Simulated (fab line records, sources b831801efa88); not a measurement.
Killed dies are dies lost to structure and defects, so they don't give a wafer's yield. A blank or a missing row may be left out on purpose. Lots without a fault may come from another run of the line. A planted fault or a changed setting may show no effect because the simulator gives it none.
fab line records | flow sky130
record lots=5 wafers=15 last_day=50
route steps=708 shown METAL1@448 VIA1@458 METAL2@483 PAD_OPEN@708
lots that met no fault: from a run of the same line without faults
start_h: hours from the record's first day to the start of the lot's first wafer shown | wait_h: hours since the lot's step before | " the same as in the row above | L1.1+2: a row that stands for several wafers | - no value, or no start given | * or withheld: withheld | < > ~ a bound
route shown NAME@n: a module of which the file shows steps, and the number in the route of the first | usual: mean/standard deviation of fault-free wafers | same: alike in all rows | chamber/n: place in a boat | sites: the reading at each site | _std_site: their standard deviation | _edge_site: outer sites' mean less inner sites' | radius_mm: how far each site lies from the wafer's centre | mask NAME#n: copy n | behind: the tool/chamber that last shaped the wafer | hold: why the lot was held/for how many hours/how that ended | device: the transistor (n, p or np) that didn't switch | end of line: the same wafers' tests at the end of the route | a step without rows: its recipe alone | killed: dies lost to structure and defects at the first sort, not the wafer's yield | map: a wafer's dies, x killed, . not, _ none there
set.NAME: the setting as run; set.NAME@STEP: as run at that earlier step | model.NAME: the simulator's own value behind a step, which no gauge read
lots at some steps of the route; a table a step, a row a wafer
services: from which hour (start_h, from the record's first day; less than 0 if before it) a tool's chamber was out of use, for how many hours, and why
## steps
# step SKY_METAL1_DEVELOP_14
# recipe develop_time_s=60 resist=KrF-thick dev_temp_c=21
# step SKY_METAL1_CD_MEAS_15
# recipe target_cd_nm=140
# usual cd_nm=139.5/1.7
# columns lot.wafer tool chamber start_h wait_h cd_nm
L159.1 cd_sem-01 - 753.74 - 137.7
L159.3 " - " " 139.7
L159.6 " - " " 140.3
L165.1 cd_sem-02 - 844.66 - 138.4
L165.4 " - " " 140.7
L165.6 " - " " 137.6
L169.1 cd_sem-01 - 847.54 - 140.2
L169.2 " - " " 137.8
L169.3 " - " " 139.4
L177.1 cd_sem-02 - 917.35 - 141.6
L177.3 " - " " 141.8
L177.5 " - " " 140.6
L178.2 cd_sem-01 - 919.90 - 138.6
L178.4 " - " " 138.4
L178.6 " - " " 137.7
# step SKY_METAL1_OVL_MEAS_16
# usual METAL1_OVL=-6/4.5
# columns lot.wafer tool chamber start_h wait_h METAL1_OVL[nm]
L159.1 overlay-02 - 753.86 0.1 -10
L159.3 " - " " -7
L159.6 " - " " -6
L165.1 overlay-01 - 844.78 0.1 -3
L165.4 " - " " 4
L165.6 " - " " -1
L169.1 overlay-02 - 847.66 0.1 -4
L169.2 " - " " -10
L169.3 " - " " -8
L177.1 overlay-02 - 917.47 0.1 -4
L177.3 " - " " -3
L177.5 " - " " -5
L178.2 overlay-01 - 920.01 0.1 -3
L178.4 " - " " -4
L178.6 " - " " -10
# step SKY_METAL1_DESCUM_17
# recipe chemistry=O2 source_power_w=150 bias_power_w=0 pressure_mtorr=10 temp_c=40 time_s=8
# step SKY_METAL1_ETCH_18
# recipe chemistry=N2/H2 target=BARC ion_energy_ev=200 bias_w=100 pressure_mtorr=30 n2_flow_sccm=100 h2_flow_sccm=200 icp_w=500 stop_on=SiO2 time_s=45.9 target_depth_a=600
# step SKY_METAL1_METAL_ETCH_19
# recipe target_depth_a=3600 stop_on=SiO2 over_etch_frac=0.3 time_s=78 chemistry=Cl2/BCl3 resist_sidewall_deg=88 pressure_mtorr=10 icp_w=900 bias_w=48.5 Cl2_flow_sccm=60 bcl3_flow_sccm=30
# usual drypump_motor_current_A=5.9/0.48 oes_product_au=0.854/0.0063 throttle_valve_pct=22.265/0.0089
# same over_etch_frac=0.3
# columns lot.wafer tool chamber start_h wait_h drypump_motor_current_A oes_product_au rf_hours_counter_h throttle_valve_pct
L159.1 rie_metal-04 1 753.99 0.0 6.2 0.865 11 22.268
L159.3 " 0 " " 5.1 0.844 - 22.281
L159.6 " 1 " " 6.2 0.870 - 22.252
L165.1 rie_metal-03 0 844.92 0.0 6.5 0.855 3 22.276
L165.4 " 0 " " 6.5 0.855 - 22.255
L165.6 " 1 " " 6.0 0.850 - 22.271
L169.1 rie_metal-03 1 847.80 0.0 5.9 0.858 16 22.261
L169.2 " 0 " " 6.5 0.839 3 22.267
L169.3 " 1 " " 6.0 0.851 - 22.262
L177.1 rie_metal-02 1 917.60 0.0 6.2 0.846 1 22.283
L177.3 " 1 " " 6.2 0.851 - 22.254
L177.5 " 1 " " 6.2 0.847 - 22.265
L178.2 rie_metal-03 0 920.13 0.0 6.5 0.848 7 22.265
L178.4 " 1 " " 6.0 0.846 - 22.266
L178.6 " 1 " " 6.0 0.844 - 22.267
# step SKY_METAL1_STRIP_20
# recipe chemistry=O2/N2 power_w=1400 pressure_mtorr=1500 platen_temp_c=withheld o2_flow_sccm=3000 n2_flow_sccm=300 overash_fraction=0.5
# step SKY_METAL1_STRIP_21
# recipe chemistry=post_etch_residue_remover time_s=1200 temp_c=72.5
# step SKY_METAL1_CLEAN_22
# recipe chemistry=IPA time_s=180 temp_c=25
# step SKY_METAL1_CLEAN_23
# recipe chemistry=O3/DIW dry=n2_spin
# step SKY_VIA1_HDPCVD_00
# recipe material=SiO2 target_thk_nm=1030 sigma_open_frac=0.3 time_s=171.7 temp_c=400 sih4_flow_sccm=60 pressure_mtorr=6
# step SKY_VIA1_THK_MEAS_01
# recipe reads=SiO2_of_VIA1_HDPCVD_00
# usual VIA1_HDPCVD_THK=1028/8.2
# columns lot.wafer tool chamber start_h wait_h VIA1_HDPCVD_THK[nm]
L159.1 film_metro-01 - 754.82 0.1 1047
L159.3 " - " " 1048
L159.6 " - " " 1023
L165.1 film_metro-01 - 845.75 0.1 1027
L165.4 " - " " 1021
L165.6 " - " " 1030
L169.1 film_metro-03 - 848.66 0.1 1037
L169.2 " - " " 1026
L169.3 " - " " 1026
L177.1 film_metro-02 - 918.43 0.1 1031
L177.3 " - " " 1019
L177.5 " - " " 1032
L178.2 film_metro-03 - 920.95 0.1 1026
L178.4 " - " " 1036
L178.6 " - " " 1039
# step SKY_VIA1_CMP_02
# recipe material=SiO2 down_force_psi=4 platen_rpm=60 pad_velocity_m_s=0.94248
# usual motor_current_A=12.1/1.6
# columns lot.wafer tool chamber start_h wait_h motor_current_A model.SiO2_of_VIA1_HDPCVD_00.thk_nm
L159.3 cmp-01 0 754.88 0.0 11.0 343.8
L159.1 " 3 " " 13.6 345.4
L159.6 " 0 " " 11.2 344
L165.1 cmp-02 1 846.09 0.3 10.7 342.9
L165.4 " 2 " " 11.3 346.9
L165.6 " 0 " " 11.1 343.2
L169.1 cmp-01 2 848.72 0.1 14.7 377.5
L169.3 " 0 " " 10.5 378.5
L169.2 " 1 " " 11.3 378.3
L177.1 cmp-01 0 918.49 0.1 11.5 345.2
L177.3 " 2 " " 15.1 344.7
L177.5 " 0 " " 10.9 345.8
L178.2 cmp-01 1 921.00 0.0 11.4 343.8
L178.4 " 3 " " 13.2 344.3
L178.6 " 1 " " 10.6 343.4
# step SKY_VIA1_BOW_MEAS_03
# recipe mode=bow
# usual VIA1_BOW=80/7.3
# columns lot.wafer tool chamber start_h wait_h VIA1_BOW[um]
L159.1 film_metro-02 - 755.18 0.1 96
L159.3 " - " " 81
L159.6 " - " " 74
L165.1 film_metro-01 - 846.34 0.2 70
L165.4 " - " " 84
L165.6 " - " " 80
L169.1 film_metro-02 - 849.02 0.2 85
L169.2 " - " " 81
L169.3 " - " " 87
L177.1 film_metro-01 - 918.79 0.2 86
L177.3 " - " " 68
L177.5 " - " " 83
L178.2 film_metro-03 - 921.32 0.3 74
L178.4 " - " " 77
L178.6 " - " " 86
# step SKY_VIA1_DEHYDRATE_04
# recipe temp_c=200 time_s=60
# step SKY_VIA1_HMDS_05
# recipe prime_time_s=60 prime_temp_c=119
# step SKY_VIA1_COAT_06
# recipe resist=BARC temp_c=withheld time_s=withheld spin_rpm=3000 resist_thk_nm=60
# step SKY_VIA1_COAT_07
# recipe resist=KrF-thick spin_rpm=3000 resist_thk_nm=450
# step SKY_VIA1_SOFTBAKE_08
# recipe temp_c=100 time_s=90 resist=KrF-thick
# step SKY_VIA1_EXPOSE_09
# recipe mask_id=VIM na=0.8 source_shape=annular sigma_inner=0.55 sigma_outer=0.85 target_cd_nm=150 dose_mj=38
# step SKY_VIA1_PEB_10
# recipe peb_temp_c=withheld peb_time_s=withheld resist=KrF-thick
# step SKY_VIA1_DEVELOP_11
# recipe develop_time_s=60 resist=KrF-thick dev_temp_c=21
# step SKY_VIA1_CD_MEAS_12
# recipe target_cd_nm=150
# usual cd_nm=150.1/2
# columns lot.wafer tool chamber start_h wait_h cd_nm
L159.1 cd_sem-01 - 781.28 - 154.1
L159.3 " - " " 153.2
L159.6 " - " " 151.4
L165.1 cd_sem-01 - 872.49 - 152.6
L165.4 " - " " 152.6
L165.6 " - " " 150.7
L169.1 cd_sem-02 - 875.43 - 150.0
L169.2 " - " " 150.5
L169.3 " - " " 150.8
L177.1 cd_sem-02 - 942.74 - 149.2
L177.3 " - " " 147.0
L177.5 " - " " 147.7
L178.2 cd_sem-01 - 945.27 - 150.6
L178.4 " - " " 149.8
L178.6 " - " " 150.3
# step SKY_VIA1_OVL_MEAS_13
# usual VIA1_OVL=-4/5.4
# columns lot.wafer tool chamber start_h wait_h VIA1_OVL[nm]
L159.1 overlay-02 - 781.40 0.1 -14
L159.3 " - " " -11
L159.6 " - " " -14
L165.1 overlay-01 - 872.61 0.1 -2
L165.4 " - " " -4
L165.6 " - " " -4
L169.1 overlay-01 - 875.55 0.1 -11
L169.2 " - " " -11
L169.3 " - " " -9
L177.1 overlay-01 - 942.86 0.1 -6
L177.3 " - " " -7
L177.5 " - " " -3
L178.2 overlay-02 - 945.37 0.1 -2
L178.4 " - " " 6
L178.6 " - " " 8
# step SKY_VIA1_ETCH_14
# recipe chemistry=N2/H2 target=BARC ion_energy_ev=200 source_w=500 bias_w=100 pressure_mtorr=30 n2_flow_sccm=100 h2_flow_sccm=200 stop_on=SiO2 time_s=45.9 target_depth_a=600
# step SKY_VIA1_ETCH_15
# recipe target=SiO2 chemistry=C4F8/O2/Ar target_depth_nm=351 stop_on=TiN mask_material=KrF-thick source_w=1500 bias_w=1200 pressure_mtorr=40 c4f8_flow_sccm=withheld O2_flow_sccm=6 Ar_flow_sccm=300 time_s=54
# usual oes_product_au=0.981/0.0064
# columns lot.wafer tool chamber start_h wait_h oes_product_au rf_hours_counter_h model.etch.depth_nm model.VIA1.feature_depth_nm
L159.1 rie_diel-03 1 781.48 0.0 0.986 14 345.4 345.4
L159.3 " 0 " " 0.988 10 343.8 343.8
L159.6 " 1 " " 0.984 - 344 344
L165.1 rie_diel-02 1 872.69 0.0 0.994 19 342.9 342.9
L165.4 " 3 " " 0.984 3 346.9 346.9
L165.6 " 1 " " 0.973 - 343.2 343.2
L169.1 rie_diel-01 3 875.63 0.0 0.997 17 346.1 346.1
L169.2 " 0 " " 0.996 7 348.2 348.2
L169.3 " 1 " " 0.996 4 351.1 351.1
L177.1 rie_diel-01 3 942.94 0.0 0.980 19 340.7 340.7
L177.3 " 2 " " 0.976 2 344.7 344.7
L177.5 " 2 " " 0.982 - 345.8 345.8
L178.2 rie_diel-03 2 945.44 0.0 0.986 21 343.8 343.8
L178.4 " 2 " " 0.986 - 344.3 344.3
L178.6 " 0 " " 0.978 - 343.4 343.4
# step SKY_VIA1_STRIP_16
# recipe chemistry=O2/N2 power_w=1400 pressure_mtorr=1500 platen_temp_c=withheld o2_flow_sccm=3000 n2_flow_sccm=300 overash_fraction=0.5
# step SKY_VIA1_STRIP_17
# recipe chemistry=post_etch_residue_remover time_s=1200 temp_c=72.5
# step SKY_VIA1_CLEAN_18
# recipe chemistry=IPA time_s=180 temp_c=25
# step SKY_VIA1_CLEAN_19
# recipe chemistry=O3/DIW dry=n2_spin
# step SKY_VIA1_SPUTTER_20
# recipe material=TiN target_thk_nm=20 chamber_pressure_pa=5 power_w=4144 time_s=80
# step SKY_VIA1_CVD_21
# recipe material=W target_thk_nm=270 time_s=80.902 temp_c=400 pressure_torr=40
# usual heater_power_w=874/48
# columns lot.wafer tool chamber start_h wait_h heater_power_w
L159.1 cvd_w-02 0 782.19 0.0 889
L159.3 " 1 " " 912
L159.6 " 1 " " 917
L165.1 cvd_w-02 0 873.39 0.0 902
L165.4 " 0 " " 875
L165.6 " 1 " " 892
L169.1 cvd_w-02 0 876.34 0.0 896
L169.2 " 1 " " 926
L169.3 " 1 " " 903
L177.1 cvd_w-02 1 943.65 0.0 845
L177.3 " 1 " " 860
L177.5 " 0 " " 889
L178.2 cvd_w-02 0 946.15 0.0 866
L178.4 " 1 " " 831
L178.6 " 0 " " 877
# step SKY_VIA1_CMP_24
# recipe stop_on=SiO2 t_overpolish_s=15 down_force_psi=3.5 platen_rpm=60 target_thk_nm=0 pad_velocity_m_s=0.94248
# usual motor_current_A=11.0/1.4
# columns lot.wafer tool chamber start_h wait_h motor_current_A model.SiO2_of_VIA1_HDPCVD_00.thk_nm
L159.3 cmp-02 1 782.51 0.1 9.5 340.6
L159.1 " 2 " " 10.4 342.2
L159.6 " 1 " " 9.1 340.8
L165.1 cmp-01 3 873.66 0.1 12.0 339.7
L165.4 " 2 " " 13.6 343.7
L165.6 " 3 " " 12.6 340.1
L169.1 cmp-02 2 876.61 0.1 10.8 374.3
L169.3 " 3 " " 11.8 375.4
L169.2 " 1 " " 9.7 375.1
L177.3 cmp-02 0 944.02 0.1 9.5 341.6
L177.1 " 1 " " 9.5 342.1
L177.5 " 3 " " 11.7 342.6
L178.4 cmp-01 2 946.42 0.0 13.5 341.1
L178.2 " 0 " " 10.4 340.6
L178.6 " 3 " " 12.3 340.2
# step SKY_METAL2_SPUTTER_00
# recipe material=Ti target_thk_nm=15 power_w=3000 time_s=10 chamber_pressure_pa=0.4
# step SKY_METAL2_SPUTTER_01
# recipe material=TiN target_thk_nm=20 power_w=6500 time_s=16.7 chamber_pressure_pa=0.4
# usual chamber_pressure_pa=0.4001/0.0008 throttle_valve_pct=29.8/0.82
# columns lot.wafer tool chamber start_h wait_h chamber_pressure_pa throttle_valve_pct
L159.1 pvd_sputter-01 - 782.78 0.0 0.3987 29.2
L159.3 " - " " 0.3991 28.1
L159.6 " - " " 0.3998 29.4
L165.1 pvd_sputter-02 - 873.99 0.0 0.3991 31.1
L165.4 " - " " 0.3999 28.8
L165.6 " - " " 0.3996 29.9
L169.2 pvd_sputter-01 - 876.93 0.0 0.3995 29.4
L169.3 " - " " 0.4005 28.1
L177.1 pvd_sputter-02 - 944.24 0.0 0.4003 30.0
L177.3 " - " " 0.4014 29.7
L177.5 " - " " 0.4009 30.9
L178.2 pvd_sputter-02 - 946.74 0.0 0.3995 29.1
L178.4 " - " " 0.4012 29.5
L178.6 " - " " 0.4009 29.8
# step SKY_METAL2_SPUTTER_02
# recipe material=AlCu target_thk_nm=250 power_w=10600 time_s=13.3 chamber_pressure_pa=0.4
# usual chamber_pressure_pa=0.4001/0.00096 throttle_valve_pct=29.7/0.82
# columns lot.wafer tool chamber start_h wait_h chamber_pressure_pa throttle_valve_pct
L159.1 pvd_sputter-01 - 782.81 0.0 0.4001 29.0
L159.3 " - " " 0.4003 27.8
L159.6 " - " " 0.4005 29.2
L165.1 pvd_sputter-02 - 874.01 0.0 0.3997 31.0
L165.4 " - " " 0.3989 28.7
L165.6 " - " " 0.4002 29.9
L169.2 pvd_sputter-01 - 876.96 0.0 0.3989 29.2
L169.3 " - " " 0.4005 28.0
L177.1 pvd_sputter-02 - 944.27 0.0 0.4002 29.6
L177.3 " - " " 0.3989 29.1
L177.5 " - " " 0.3988 31.1
L178.2 pvd_sputter-02 - 946.77 0.0 0.3998 28.7
L178.4 " - " " 0.3994 29.6
L178.6 " - " " 0.3995 29.6
# step SKY_METAL2_SPUTTER_03
# recipe material=Ti target_thk_nm=5 power_w=3000 time_s=3.3 chamber_pressure_pa=0.4
# usual chamber_pressure_pa=0.3998/0.00083 throttle_valve_pct=29.8/0.81
# columns lot.wafer tool chamber start_h wait_h chamber_pressure_pa throttle_valve_pct
L159.1 pvd_sputter-01 - 782.83 0.0 0.3994 29.2
L159.3 " - " " 0.3987 28.3
L159.6 " - " " 0.3992 29.1
L165.1 pvd_sputter-02 - 874.04 0.0 0.4000 31.0
L165.4 " - " " 0.3990 28.7
L165.6 " - " " 0.4006 29.7
L169.2 pvd_sputter-01 - 876.98 0.0 0.3987 29.3
L169.3 " - " " 0.4001 28.2
L177.1 pvd_sputter-02 - 944.29 0.0 0.3992 29.8
L177.3 " - " " 0.3999 29.5
L177.5 " - " " 0.4006 31.1
L178.2 pvd_sputter-02 - 946.79 0.0 0.3995 28.8
L178.4 " - " " 0.4006 29.6
L178.6 " - " " 0.3995 29.5
# step SKY_METAL2_SPUTTER_04
# recipe material=TiN target_thk_nm=70 power_w=6500 time_s=58.3 chamber_pressure_pa=0.4
# step SKY_METAL2_RS_MEAS_05
# recipe thk_meas_gauge=four-point-probe reads=TiN_of_METAL2_SPUTTER_04+Ti_of_METAL2_SPUTTER_03+AlCu_of_METAL2_SPUTTER_02+TiN_of_METAL2_SPUTTER_01+Ti_of_METAL2_SPUTTER_00
# usual METAL2_ALCU_RS=0.1265/0.0013
# columns lot.wafer tool chamber start_h wait_h METAL2_ALCU_RS[ohm/sq]
L159.1 film_metro-02 - 782.90 0.0 0.1260
L159.3 " - " " 0.1272
L159.6 " - " " 0.1256
L165.1 film_metro-04 - 874.10 0.0 0.1259
L165.4 " - " " 0.1283
L165.6 " - " " 0.1288
L169.2 film_metro-01 - 877.07 0.0 0.1244
L169.3 " - " " 0.1258
L177.1 film_metro-01 - 944.36 0.0 0.1269
L177.3 " - " " 0.1249
L177.5 " - " " 0.1256
L178.2 film_metro-04 - 946.88 0.0 0.1266
L178.4 " - " " 0.1262
L178.6 " - " " 0.1253
# step SKY_METAL2_THK_MEAS_06
# recipe thk_meas_gauge=xrf reads=AlCu_of_METAL2_SPUTTER_02
# usual METAL2_ALCU_THK=249.7/2.8
# columns lot.wafer tool chamber start_h wait_h METAL2_ALCU_THK[nm]
L159.1 film_metro-02 - 783.02 0.1 251.9
L159.3 " - " " 247.2
L159.6 " - " " 249.0
L165.1 film_metro-04 - 874.22 0.1 250.5
L165.4 " - " " 245.0
L165.6 " - " " 244.7
L169.2 film_metro-01 - 877.18 0.1 254.4
L169.3 " - " " 249.7
L177.1 film_metro-01 - 944.48 0.1 250.4
L177.3 " - " " 251.4
L177.5 " - " " 252.4
L178.2 film_metro-04 - 946.99 0.1 249.1
L178.4 " - " " 250.9
L178.6 " - " " 253.6
# step SKY_PAD_OPEN_PROBE_99
# usual defect_limited_yield=82.5/1.9 killed_at_M0_to_M3=42/6.4 killed_at_M4_up=2.9/1.7 killed_at_contacts=25/5.2 killed_at_front_end=16/4.4 killed_at_other=0.4/0.65 killed_dies=86/9.2 killed_on_rim=17/3.9 killed_open=47/6.6 killed_short=39/5.8
# same gross_dies=492 killed_at_back_side=0
# columns lot.wafer tool chamber start_h wait_h defect_limited_yield[%] killed_at_M0_to_M3 killed_at_M4_up killed_at_contacts killed_at_front_end killed_at_other killed_dies killed_on_rim killed_open killed_short
L159.1 prober-01 - 1064.21 0.1 83.3 44 2 24 12 0 82 16 39 43
L159.3 prober-01 - 1064.31 0.2 80.7 55 3 22 14 1 95 20 53 41
L159.6 prober-01 - 1064.46 0.2 86.2 34 1 21 12 0 68 17 39 29
L165.1 prober-01 - 1140.94 0.1 85.2 37 1 22 12 1 73 14 43 30
L165.4 prober-01 - 1141.09 0.2 81.3 45 2 29 16 0 92 17 52 40
L165.6 prober-01 - 1141.19 0.2 83.9 49 3 19 8 0 79 15 34 45
L169.1 prober-02 - 1142.44 0.1 33.7 285 5 22 14 0 326 38 44 30
L169.2 prober-02 - 1142.49 0.1 39.2 252 4 26 17 0 299 30 58 41
L169.3 prober-02 - 1142.54 0.2 61.6 151 1 20 16 1 189 67 35 39
L177.1 prober-01 - 1186.97 0.1 78.7 48 2 35 20 0 105 21 61 44
L177.3 prober-01 - 1187.07 0.2 85.0 37 0 25 12 0 74 9 44 30
L177.5 prober-01 - 1187.17 0.2 83.5 38 3 21 18 1 81 18 38 43
L178.2 prober-02 - 1188.32 0.1 82.1 45 1 28 14 0 88 15 45 43
L178.4 prober-02 - 1188.42 0.2 80.9 48 1 30 15 0 94 17 51 43
L178.6 prober-02 - 1188.52 0.2 81.5 43 3 25 20 0 91 20 51 40
# killed by level:class
L159.1 VIA1:geometric_particle:open=12 METAL2:geometric_particle:short=9 CONTACT:geometric_particle:open=8 FIELD_ISO:geometric_particle:short=5 LI_CONTACT:geometric_particle:open=5 LOCAL_INTERCONNECT:geometric_particle:short=5 VIA1:geometric_particle:short=5 VIA3:geometric_particle:short=5
L159.3 CONTACT:geometric_particle:open=12 VIA2:geometric_particle:open=8 METAL1:geometric_particle:short=7 VIA1:geometric_particle:short=7 LI_CONTACT:geometric_particle:open=6 VIA1:geometric_particle:open=6 METAL3:geometric_particle:short=6 METAL2:geometric_particle:short=5
L159.6 CONTACT:geometric_particle:open=12 VIA1:geometric_particle:open=7 VIA2:geometric_particle:open=6 METAL1:geometric_particle:short=5 VIA3:geometric_particle:open=5 FIELD_ISO:geometric_particle:short=3 FIELD_ISO:geometric_particle:open=3 VIA3:geometric_particle:short=3
L165.1 VIA1:geometric_particle:open=9 CONTACT:geometric_particle:open=8 VIA3:geometric_particle:open=7 LI_CONTACT:geometric_particle:open=6 POLY_GATE:geometric_particle:open=5 CONTACT:geometric_particle:short=5 VIA3:geometric_particle:short=5 METAL1:geometric_particle:short=4
L165.4 VIA1:geometric_particle:open=14 VIA2:geometric_particle:open=8 LI_CONTACT:geometric_particle:open=8 LOCAL_INTERCONNECT:geometric_particle:short=7 POLY_GATE:geometric_particle:open=6 CONTACT:geometric_particle:short=5 CONTACT:geometric_particle:open=5 VIA1:geometric_particle:short=5
L165.6 VIA2:geometric_particle:short=11 VIA1:geometric_particle:open=10 METAL3:geometric_particle:short=7 CONTACT:geometric_particle:open=6 METAL2:geometric_particle:short=6 LI_CONTACT:geometric_particle:open=5 LOCAL_INTERCONNECT:geometric_particle:short=5 VIA3:geometric_particle:open=5
L169.1 VIA1:area_etch=252 CONTACT:geometric_particle:open=10 FIELD_ISO:geometric_particle:open=5 LI_CONTACT:geometric_particle:open=5 VIA1:geometric_particle:open=5 VIA2:geometric_particle:open=5 VIA3:geometric_particle:open=5 FIELD_ISO:geometric_particle:short=4
L169.2 VIA1:area_etch=200 VIA1:geometric_particle:open=14 LI_CONTACT:geometric_particle:open=11 CONTACT:geometric_particle:open=8 VIA1:geometric_particle:short=8 VIA2:geometric_particle:open=6 FIELD_ISO:geometric_particle:open=5 METAL1:geometric_particle:short=5
L169.3 VIA1:area_etch=115 CONTACT:geometric_particle:open=8 VIA3:geometric_particle:open=6 VIA1:geometric_particle:open=6 POLY_GATE:geometric_particle:short=5 LI_CONTACT:geometric_particle:open=5 VIA1:geometric_particle:short=5 VIA2:geometric_particle:open=5
L177.1 CONTACT:geometric_particle:open=15 VIA1:geometric_particle:open=10 LI_CONTACT:geometric_particle:open=8 POLY_GATE:geometric_particle:short=7 METAL2:geometric_particle:short=7 VIA2:geometric_particle:open=7 POLY_GATE:geometric_particle:open=6 CONTACT:geometric_particle:short=6
L177.3 LI_CONTACT:geometric_particle:open=8 CONTACT:geometric_particle:open=7 VIA1:geometric_particle:open=7 LOCAL_INTERCONNECT:geometric_particle:short=6 VIA3:geometric_particle:open=6 FIELD_ISO:geometric_particle:short=5 METAL2:geometric_particle:short=5 FIELD_ISO:geometric_particle:open=4
L177.5 VIA1:geometric_particle:open=11 CONTACT:geometric_particle:open=10 METAL3:geometric_particle:short=8 FIELD_ISO:geometric_particle:short=7 POLY_GATE:geometric_particle:short=5 VIA3:geometric_particle:open=5 CONTACT:geometric_particle:short=4 FIELD_ISO:geometric_particle:open=2
L178.2 VIA1:geometric_particle:open=13 LI_CONTACT:geometric_particle:open=10 METAL2:geometric_particle:short=9 CONTACT:geometric_particle:open=6 CONTACT:geometric_particle:short=6 VIA1:geometric_particle:short=6 VIA3:geometric_particle:open=6 FIELD_ISO:geometric_particle:short=5
L178.4 VIA2:geometric_particle:open=10 CONTACT:geometric_particle:open=9 VIA1:geometric_particle:open=9 FIELD_ISO:geometric_particle:open=7 CONTACT:geometric_particle:short=7 VIA1:geometric_particle:short=7 LI_CONTACT:geometric_particle:open=6 METAL2:geometric_particle:short=6
L178.6 CONTACT:geometric_particle:open=11 METAL2:geometric_particle:short=9 VIA1:geometric_particle:open=8 LI_CONTACT:geometric_particle:open=7 FIELD_ISO:geometric_particle:short=6 METAL1:geometric_particle:short=6 VIA1:geometric_particle:short=6 POLY_GATE:geometric_particle:open=5
# map L169.1 (x killed, . not)
__________x...xx..x._________
________...x.x...x.xxx_______
______.....xx.xx..x....x_____
_____.x.xxx.x.x.xx.xx...x____
____xxxxxx.xx...xxx.xxx...___
___.xx.xx.xxxxx..x.xxx.x...__
__...x.xxxxxxxxxxxxxxxxx.x.._
_.....x.x.xxxxxxxxxxxx...x...
_xx.xxx..xxxxxxxxxxxxx.x..x.x
_..xxx.xxxxxxxxxxxxxxxx.xxx..
_x..xxxxx.xxxxxxxxxxx.xx.xx..
_.x.xxxxxxxxxxxxxxxxxxx.xxxxx
_...x.xxxxxxxxxxxxxxxxx..x...
_...xxx..xxxxxxxxx.xxxxxxx.xx
_.x..xxxxxxxxxx..xxxxxx.x..x.
__x..xxxxxxxxx.xxxxxxx.x.x.._
___..xxxxxxxxxxxxxxxxxx.xxx__
____.xxx.xxxxxx.x.xx..x.xx___
_____x.xx..xx.xxx.x...x..____
______...xxxxxx.xxxx..xx_____
________.xx....xx.xx.._______
__________x.x.xxxx.._________
# map L178.4 (x killed, . not)
__________..x....xx._________
________...x.x.....x.._______
______..x...x...xx....x._____
_____.....xx.x......x..x.____
____..x..........x.....x.x___
___..........x.........x...__
__..........x....xx...xx...x_
_x..x..xx...x....xx......x...
_.....x..x......x.....xxxx..x
_........x................x..
_x.....xxxx..........x..x....
_...x.x..x.x............x....
_..x.x.......x....x.......x..
_..xx.......x..x.....x...x...
_.....x.....x...xxx..x...x...
__...x....x......x........x._
___..x.x...................__
____.....x...x..x.......x.___
_____..x...x..x....x.....____
______.x.............x.._____
________..x.......x..._______
__________.........._________
## services
# columns tool chamber start_h hours kind
cmp-01 - 734.78 4.2 pm
cmp-01 - 744.34 4.0 pm
cmp-02 - 752.22 2.7 pm
pvd_sputter-01 - 757.68 1.0 repair
cmp-02 - 758.24 0.6 repair
rie_metal-03 - 772.63 4.3 pm
cmp-01 - 773.65 0.3 repair
cmp-01 - 775.41 0.7 repair
cmp-02 - 775.45 1.4 repair
rie_diel-03 0 792.47 9.0 repair
rie_diel-01 2 821.71 4.1 repair
cvd_w-02 - 833.26 0.9 repair
cmp-02 - 841.17 0.8 repair
rie_diel-03 3 842.44 16.7 repair
cmp-01 - 844.89 1.4 repair
rie_metal-03 - 862.05 0.9 repair
rie_metal-03 - 869.71 2.8 pm
cmp-01 - 877.56 12.4 pm
cmp-01 - 891.24 0.6 repair
rie_metal-03 - 893.56 0.4 repair
cvd_w-02 1 894.91 11.2 repair
cvd_w-02 - 904.00 14.0 pm
cmp-02 - 912.47 4.0 pm
cmp-02 - 926.17 1.0 repair
## key
first_sign step=SKY_PAD_OPEN_PROBE_99 reading=killed_at_M0_to_M3 direction=up sigmas=29 usual=42 struck=229
effect step=SKY_PAD_OPEN_PROBE_99 reading=defect_limited_yield direction=down sigmas=20 usual=82.5 struck=44.9
model_effect step=SKY_VIA1_CMP_02 value=SiO2_of_VIA1_HDPCVD_00.thk_nm without=343.6 struck=378.1
model_effect step=SKY_VIA1_ETCH_15 value=etch.depth_nm without=343.6 struck=348.5
model_effect step=SKY_VIA1_CMP_24 value=SiO2_of_VIA1_HDPCVD_00.thk_nm without=340.4 struck=374.9
more_kills_born_at SKY_VIA1_ETCH_15@rie_diel-01=567
met_at SKY_VIA1_CMP_02
struck_wafers L169.1,L169.2,L169.3
later_rows_left_out L169.1
onset_between 754.88 848.72
also_fits SKY_METAL2_SPUTTER_01:pvd_sputter-01,SKY_METAL2_SPUTTER_02:pvd_sputter-01,SKY_METAL2_SPUTTER_03:pvd_sputter-01
fault kind=process_parameter_drift tool=cmp-01 chamber=- onset_h=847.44 steps=SKY_VIA1_CMP_02 channel=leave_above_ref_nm offset=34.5 shape=step end_h=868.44 acts_in=these_recipes_only stated=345
# later_rows_left_out: the simulator's readings of these wafers behind a module that went badly wrong aren't trusted and aren't shown, but for the sort
